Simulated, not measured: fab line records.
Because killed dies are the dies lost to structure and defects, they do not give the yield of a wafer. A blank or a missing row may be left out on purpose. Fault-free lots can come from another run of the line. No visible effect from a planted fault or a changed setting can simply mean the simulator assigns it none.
A lot that was struck, set against a sound lot || flow gf180mcu || 18 steps out of a route of 602
Sound: the wafers L528.2, L528.5, L528.6. Struck: wafer L536.6 (L536.3, L536.5, from the same lot, were not struck and are left out); the cause is given at the end.
At each step with rows: each side's tool, then ch and its chambers, then its first start. Under that, the readings that differ: sound wafers || struck wafers || difference of the means || sigmas: that difference in standard deviations of wafers without a fault.
alike: same words and numbers on both sides, and readings whose means sit less than 2 such deviations apart. not compared: any withheld reading, any reading some wafer has no value for, any bound like >300 that may hide the same value, and any number with overlapping values for which the record gives no deviation.
Wherever a step has rows on one side only, a row that says differs or no value, or a row with sigmas, the two part there. When numbers do not overlap yet have no deviation, they are printed without sigmas and do not part them. A reading missing from all wafers of one side parts the sides only when that side holds two or more wafers.

first, 3 steps without rows for these wafers: GF_V5_EXPOSE_11 (exposes mask Via5, target cd 260 nm); GF_V5_PEB_12 (peb time 90 s); GF_V5_DEVELOP_13 (develop time 60 s).
GF_V5_CD_MEAS_14: the cd target is 260 nm.
  sound: cd sem-01 at day 29 14:14; struck: cd sem-02 at day 31 08:17
  alike: cd nm
GF_V5_OVL_MEAS_15:
  sound: overlay-02 at day 29 14:20; struck: overlay-01 at day 31 08:22
  alike: V5_OVL
GF_V5_ETCH_16: etches BARC in N2/H2.
  sound on rie diel-04 ch 0,1,2, day 29 14:22; struck on rie diel-04 ch 3, day 31 08:24
  alike: drypump motor current A, n2 flow sccm, oes product au, throttle valve pct
GF_V5_ETCH_17: etches SiO2 in C4F8/O2/Ar, stops on TiN, target depth 855 nm.
  sound on rie diel-04 ch 0,1,2; struck on rie diel-04 ch 3
  alike: oes product au
GF_V5_STRIP_18: strips in O2/N2.
  sound on plasma asher-02 ch 0,1, day 29 14:31; struck on plasma asher-04 ch 0, day 31 08:35
{"reading": "heater power w (W)", "sound": "366 376 344", "struck": 310, "difference": -52, "sigmas": -2}
  alike: drypump motor current A, n2 flow sccm, oes product au, platen temp c
  not compared: rf hours counter h
then, 2 steps without rows for these wafers: GF_V5_STRIP_19 (strips in post etch residue remover, time 1200 s); GF_V5_CLEAN_20 (cleans in DIW).
GF_V5_SPUTTER_21: material Ti, target thk 15 nm, time 80.02 s.
  sound: pvd sputter-04 at day 29 15:09; struck: pvd sputter-02 at day 31 09:06
  alike: throttle valve pct
then, 1 step without rows for these wafers: GF_V5_SPUTTER_22 (material TiN, target thk 10 nm, time 40 s).
GF_V5_CVD_23: deposits W, target thk 350 nm, time 104.9 s.
  sound on cvd w-02 ch 0,1, day 29 15:15; struck on cvd w-02 ch 0, day 31 09:14
{"reading": "model.W_of_V5_CVD_23.thk nm (nm)", "sound": "346.1 348.7 341.4", "struck": 530.1, "difference": "+184.7", "sigmas": ""}
  alike: heater power w
GF_V5_RS_MEAS_24: the measuring method here is four-point-probe.
  sound: film metro-02 at day 29 15:23; struck: film metro-02 at day 31 09:21
{"reading": "V5_W_RS (ohm/sq)", "sound": "0.331 0.329 0.337", "struck": 0.216, "difference": -0.116, "sigmas": -31}
GF_V5_THK_MEAS_25: measures by xrf.
  sound: film metro-02 at day 29 15:29; struck: film metro-02 at day 31 09:27
{"reading": "V5_W_THK (nm)", "sound": "336 336 329", "struck": 515, "difference": "+181", "sigmas": "+35"}
GF_V5_CMP_26: polishes, stops on SiO2, t overpolish 15 s, target thk 0 nm.
  sound on cmp-02 ch 1,2,3, day 29 15:38; struck on cmp-02 ch 0, day 31 09:29
{"reading": "motor current A (A)", "sound": "11.6 13.2 11.8", "struck": 9.4, "difference": -2.8, "sigmas": -2}
{"reading": "time to endpoint s (s)", "sound": "82 88 84", "struck": 129, "difference": "+44", "sigmas": "+15"}
  alike: edge zone pressure frac, slurry filter dp kPa
GF_TOP_METAL_SPUTTER_00: material Ti, target thk 37.5 nm, time 150 s.
  sound: pvd sputter-01 at day 29 15:50; struck: pvd sputter-03 at day 31 09:47
  alike: throttle valve pct
GF_PASSIVATION_PROBE_99:
  the record has rows for the sound wafers here (prober-01, day 31 07:40) and none for the struck ones

## WHERE THEY PART
First at GF_V5_STRIP_18; last, within this record, at GF_PASSIVATION_PROBE_99.

WHY: the cause the simulator had injected
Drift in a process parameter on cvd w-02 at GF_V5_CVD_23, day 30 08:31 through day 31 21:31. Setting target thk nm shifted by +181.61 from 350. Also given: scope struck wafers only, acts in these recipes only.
